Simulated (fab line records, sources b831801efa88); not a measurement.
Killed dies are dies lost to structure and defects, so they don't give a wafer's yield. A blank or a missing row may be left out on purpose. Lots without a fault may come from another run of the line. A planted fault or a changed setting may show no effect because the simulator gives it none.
One fault seen from 2 desks | flow sky130 | each desk has only its own numbers; what lay behind them comes last

THE TOOL OWNER'S DESK: krf_scanner-01
The tool's own readings at SKY_VIA3_EXPOSE_09 (exposes mask VIM3, target cd 200 nm): means of the sampled wafers that have a number, for each lot that ran on this tool. A lot is out of limits, marked OUT, if its mean lies more than 4 standard deviations from the usual mean; the brackets give that distance.
Columns: A = exposure_dose_mJ_cm2 at SKY_VIA3_EXPOSE_09, usual 37.97; B = focus_offset_nm at SKY_VIA3_EXPOSE_09, usual 0.1 nm
lot  | first seen here | A     | B
L248 | day 41 17:04    | 37.95 | 0.0
L247 | day 41 17:11    | 38.01 | -0.6
L249 | day 41 20:08    | 37.94 | 0.3
L254 | day 42 22:20    | 37.94 | -0.8
L259 | day 44 19:18    | 37.94 | 0.2
L261 | day 45 06:38    | 37.98 | 0.1
L262 | day 45 16:57    | 37.94 | 0.5
This desk's finding: nothing out of limits on any of the 7 lots.

THE METROLOGY DESK
What the gauges read, lot by lot, whatever tool the lot ran on: means of the sampled wafers that have a number. A lot is out of limits, marked OUT, if its mean lies more than 4 standard deviations from the usual mean; the brackets give that distance.
Columns: A = CAPM_OVL at SKY_CAPM_OVL_MEAS_12, usual -0.8 nm
lot  | first seen here | A
L241 | day 37 02:01    | -0.1
L242 | day 37 11:28    | 0.8
L244 | day 38 01:01    | 1.2
L246 | day 40 02:24    | 0.4
L247 | day 40 02:42    | -1.1
L248 | day 40 03:21    | -1.4
L249 | day 40 05:09    | 0.3
L253 | day 40 23:54    | -1.9
L252 | day 41 06:28    | 1.5
L254 | day 41 06:58    | -0.5
L259 | day 43 07:58    | 0.2
L260 | day 43 15:19    | -2.3
L261 | day 43 19:22    | -1.8
L262 | day 44 06:43    | -1.7
This desk's finding: nothing out of limits on any of the 14 lots.

PUT TOGETHER
The tool owner's desk saw nothing out of limits.
The metrology desk saw nothing out of limits.

WHAT THE SIMULATOR HAD PUT IN
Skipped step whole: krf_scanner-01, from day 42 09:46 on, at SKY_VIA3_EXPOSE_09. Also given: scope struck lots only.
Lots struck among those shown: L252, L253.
